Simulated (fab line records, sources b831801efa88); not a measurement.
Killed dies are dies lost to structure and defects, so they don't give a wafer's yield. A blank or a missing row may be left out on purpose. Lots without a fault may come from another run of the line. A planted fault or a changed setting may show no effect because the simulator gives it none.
Tool commonality check | flow sky130 | 14 lots, 42 wafers sampled

WHY IT WAS OPENED
At SKY_SONOS_ONO_THK_MEAS_03 the reading SONOS_ONO_CVD_02_THK is flagged on 2 of 14 lots. Wafers without a fault read 10.46 nm, standard deviation 0.11.
Rule: a lot is flagged when every wafer of it that has a number lies more than 4 standard deviations from that mean, or none has a number. The other lots count as sound.

lot  | measured     | on            | SONOS_ONO_CVD_02_THK (nm), wafer by wafer | flag
L718 | day 11 13:29 | film_metro-04 | 10.61 10.62 10.48                         |
L719 | day 11 20:40 | film_metro-03 | 10.57 10.65 10.57                         |
L722 | day 12 20:00 | film_metro-03 | 13.72 13.73 13.73                         | FLAGGED
L723 | day 13 06:53 | film_metro-02 | 13.79 13.91 13.71                         | FLAGGED
L731 | day 16 01:11 | film_metro-04 | 10.55 10.58 10.70                         |
L730 | day 16 01:12 | film_metro-02 | 10.46 10.48 10.49                         |
L732 | day 16 20:54 | film_metro-03 | 10.37 10.47 10.40                         |
L734 | day 17 00:35 | film_metro-03 | 10.17 10.39 10.40                         |
L733 | day 17 00:36 | film_metro-04 | 10.48 10.50 10.54                         |
L735 | day 17 10:25 | film_metro-04 | 10.43 10.48 10.35                         |
L736 | day 17 22:59 | film_metro-04 | 10.43 10.34 10.45                         |
L739 | day 18 16:10 | film_metro-02 | 10.61 10.47 10.50                         |
L738 | day 18 20:22 | film_metro-02 | 10.51 10.55 10.62                         |
L740 | day 18 23:11 | film_metro-02 | 10.49 10.63 10.53                         |
The numbers of the flagged lots are 13.77 nm on average: +3.30 nm against the usual, or +30 standard deviations.

WHICH TOOL RAN EACH LOT
The record holds 1 process step before the reading, out of a route of 708 steps. In each cell: the tool, then ch and the chambers that the sampled wafers went through, then the start.
lot  | flag    | SKY_SONOS_ONO_CVD_02
L718 |         | lpcvd-02 ch 1, day 11 12:26
L719 |         | lpcvd-02 ch 0, day 11 19:37
L722 | FLAGGED | lpcvd-02 ch 0, day 12 18:25
L723 | FLAGGED | lpcvd-02 ch 1, day 13 05:17
L731 |         | lpcvd-02 ch 0, day 16 00:08
L730 |         | lpcvd-02 ch 0, day 16 00:08
L732 |         | lpcvd-02 ch 1, day 16 19:51
L734 |         | lpcvd-02 ch 0, day 16 23:32
L733 |         | lpcvd-02 ch 0, day 16 23:32
L735 |         | lpcvd-02 ch 0, day 17 09:20
L736 |         | lpcvd-02 ch 0, day 17 21:55
L739 |         | lpcvd-02 ch 1, day 18 15:07
L738 |         | lpcvd-02 ch 0, day 18 19:19
L740 |         | lpcvd-02 ch 1, day 18 22:08
What these steps do:
- SKY_SONOS_ONO_CVD_02: deposits Si3N4 from DCS/NH3, target thk 10.5 nm, time 180 s.
- SKY_SONOS_ONO_THK_MEAS_03

FLAGGED OVER TOTAL, TOOL BY TOOL (the gauges that took the reading come last)
step                      | tool          | lots run | flagged | share of the flagged lots | sound lots run after its first flagged lot
SKY_SONOS_ONO_CVD_02      | lpcvd-02      | 14       | 2       | all                       | 10 (L730,L731,L732,L733,L734,L735,L736,L739,L738,L740)
SKY_SONOS_ONO_THK_MEAS_03 | film_metro-02 | 5        | 1       | some                      | 4 (L730,L739,L738,L740)
SKY_SONOS_ONO_THK_MEAS_03 | film_metro-03 | 4        | 1       | some                      | 2 (L732,L734)
SKY_SONOS_ONO_THK_MEAS_03 | film_metro-04 | 5        | 0       | none                      | -

WHAT THE TABLE ALLOWS
1 row of the table ran every flagged lot: lpcvd-02 at SKY_SONOS_ONO_CVD_02.
- lpcvd-02 at SKY_SONOS_ONO_CVD_02: 2 of its 14 lots flagged. Sound lots ran on it after the first flagged one (L730, L731, L732, L733, L734, L735, L736, L739, L738, L740), which a lasting fault on the whole tool wouldn't allow.
No row of the table ran every flagged lot and no sound lot after the first.

WHAT THE SIMULATOR HAD PUT IN
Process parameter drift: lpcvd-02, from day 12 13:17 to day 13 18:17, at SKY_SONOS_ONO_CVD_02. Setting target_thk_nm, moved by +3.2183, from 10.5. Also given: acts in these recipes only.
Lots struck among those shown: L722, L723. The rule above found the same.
